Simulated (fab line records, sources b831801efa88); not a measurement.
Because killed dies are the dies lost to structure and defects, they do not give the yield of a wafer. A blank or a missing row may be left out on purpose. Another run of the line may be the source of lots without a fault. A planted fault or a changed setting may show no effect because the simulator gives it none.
Struck lot and sound lot, side by side / flow sky130 / 22 out of 708 route steps
Sound: wafers L817.4, L817.5, L817.6. Struck: wafers L827.2, L827.3, L827.6. The cause is named last.
For every step that has rows: the tool of each side, followed by ch and its chambers, followed by its first start. Under that, the readings that differ: sound wafers / struck wafers / difference of the means / sigmas: that difference in standard deviations of wafers without a fault.
alike: a reading whose means differ by less than 2 such deviations, as well as words and numbers matching on both sides. not compared: withheld readings; readings where some wafer has no value; bounds like >300 that might hide an equal value; numbers whose values overlap and for which the record gives no deviation.
A row with sigmas, a row that says differs or no value, or rows on one side alone: a step with any of these is where the two part. Numbers that don't overlap but have no deviation are shown without sigmas and don't part them. Lack of a reading on every wafer of one side parts them only where that side has two or more wafers.

first, 2 steps without rows for these wafers: SKY_LDD_LDN_IMPLANT_10; SKY_LDD_LDN_IMPLANT_11.
SKY_LDD_LDN_STRIP_12: strips in O2/N2.
  sound on plasmaAsher-01 ch 0,1, day 26 12:47; struck on plasmaAsher-04 ch 0,1, day 30 02:29
  alike: drypumpMotorCurrentA, oesProductAu, stripTimeToEndpointS
  not compared: rfHoursCounterH
SKY_LDD_LDN_TW_MEAS_13:
  sound on filmMetro-01, day 26 12:53; struck on filmMetro-01, day 30 02:35
  alike: LDD_LDN_TW
then, 2 steps without rows for these wafers: SKY_LDD_LDN_CLEAN_14 (cleans in SC1/SC2, time 150 s); SKY_SPACER_CVD_00 (deposits Si3N4 from DCS/NH3, target thk 43.1 nm, time 740 s).
SKY_SPACER_THK_MEAS_01:
  sound on filmMetro-04, day 26 15:21; struck on filmMetro-03, day 30 04:00
reading=SPACER_CVD_00_THK (nm); sound=42.0 42.0 41.9; struck=43.0 42.8 42.5; difference=+0.8; sigmas=+2
SKY_SPACER_ETCHBACK_02: etches Si3N4 in CH3F/O2, stops on SiO2, time 46.7 s, target depth 45 nm.
  sound on rieDiel-02 ch 0,1, day 26 15:23; struck on rieDiel-02 ch 0,2,3, day 30 04:03
  alike: drypumpMotorCurrentA, oesProductAu, throttleValvePct
  not compared: rfHoursCounterH
then, 4 steps without rows for these wafers: SKY_POLY_CUT_DEHYDRATE_00 (time 60 s); SKY_POLY_CUT_HMDS_01 (prime time 60 s); SKY_POLY_CUT_COAT_02 (resist thk 60 nm); SKY_POLY_CUT_COAT_03 (resist thk 450 nm).
SKY_POLY_CUT_SOFTBAKE_04: time 90 s.
  sound on lithoTrack-02 ch 0, day 27 05:00; struck on lithoTrack-02 ch 0, day 30 17:00
reading=heaterPowerTotalW (W); sound=57.39 57.46 57.47; struck=60.97 61.10 60.88; difference=+3.54; sigmas=+32
reading=plateTempC (C); sound=100.11 100.09 99.87; struck=104.58 104.33 104.50; difference=+4.45; sigmas=+32
reading=model.KrF-thick_of_POLY_CUT_COAT_03.thkNm (nm); sound=450.9 451.8 451.9; struck=448.2 448 447.9; difference=-3.5; sigmas=
then, 3 steps without rows for these wafers: SKY_POLY_CUT_EXPOSE_05 (exposes mask NPCM, target cd 270 nm); SKY_POLY_CUT_PEB_06; SKY_POLY_CUT_DEVELOP_07 (develop time 60 s).
SKY_POLY_CUT_CD_MEAS_08: the cd target is 270 nm.
  sound on cdSem-02, day 27 20:25; struck on cdSem-02, day 31 06:49
  alike: cdNm
SKY_POLY_CUT_OVL_MEAS_09:
  sound on overlay-01, day 27 20:29; struck on overlay-02, day 31 06:55
  alike: POLY_CUT_OVL
SKY_POLY_CUT_ETCH_10: etches BARC in N2/H2, stops on SiO2, time 45.9 s, target depth 60 nm.
  sound on rieDiel-04 ch 0,1,2, day 27 20:31; struck on rieDiel-02 ch 1,2, day 31 06:57
reading=model.KrF-thick_of_POLY_CUT_COAT_03.thkNm (nm); sound=408.6 408.9 409.3; struck=405.1 405.4 404.8; difference=-3.8; sigmas=
reading=model.POLY_CUT.cdNm (nm); sound=270.5 267.9 268; struck=271.1 271 271.7; difference=+2.5; sigmas=
  alike: drypumpMotorCurrentA, oesProductAu, throttleValvePct
  not compared: rfHoursCounterH
SKY_POLY_CUT_ETCH_11: etches Si3N4 in CF4/CH2F2/Ar, stops on poly-Si, time 42.5 s, target depth 60 nm.
  sound on rieDiel-04 ch 0,1,2, day 27 20:34; struck on rieDiel-02 ch 1,2, day 31 07:00
reading=model.POLY_CUT.cdNm (nm); sound=270.7 268 268; struck=271.2 270.8 271.9; difference=+2.4; sigmas=
  alike: drypumpMotorCurrentA, oesProductAu, throttleValvePct
  not compared: rfHoursCounterH
SKY_POLY_CUT_STRIP_12: strips in O2/N2.
  sound on plasmaAsher-03 ch 0,1, day 27 20:37; struck on plasmaAsher-03 ch 0,1, day 31 07:02
reading=stripTimeToEndpointS (s); sound=5.363 5.352 5.369; struck=5.326 5.339 5.323; difference=-0.032; sigmas=-2
  alike: drypumpMotorCurrentA, oesProductAu
  not compared: rfHoursCounterH
-- the record jumps here: 19 days lie between the struck wafers' starts before and after (it left off in module POLY_CUT and takes up again in module PAD_OPEN, whose first step shown is number 708 of the route) --
SKY_PAD_OPEN_PROBE_99:
  the record has rows for the struck wafers here (prober-01, day 50 11:38) and none for the sound ones

WHERE THEY PART
At SKY_SPACER_THK_MEAS_01 first; at SKY_PAD_OPEN_PROBE_99 last (within this record only).

WHY: the cause the simulator had injected
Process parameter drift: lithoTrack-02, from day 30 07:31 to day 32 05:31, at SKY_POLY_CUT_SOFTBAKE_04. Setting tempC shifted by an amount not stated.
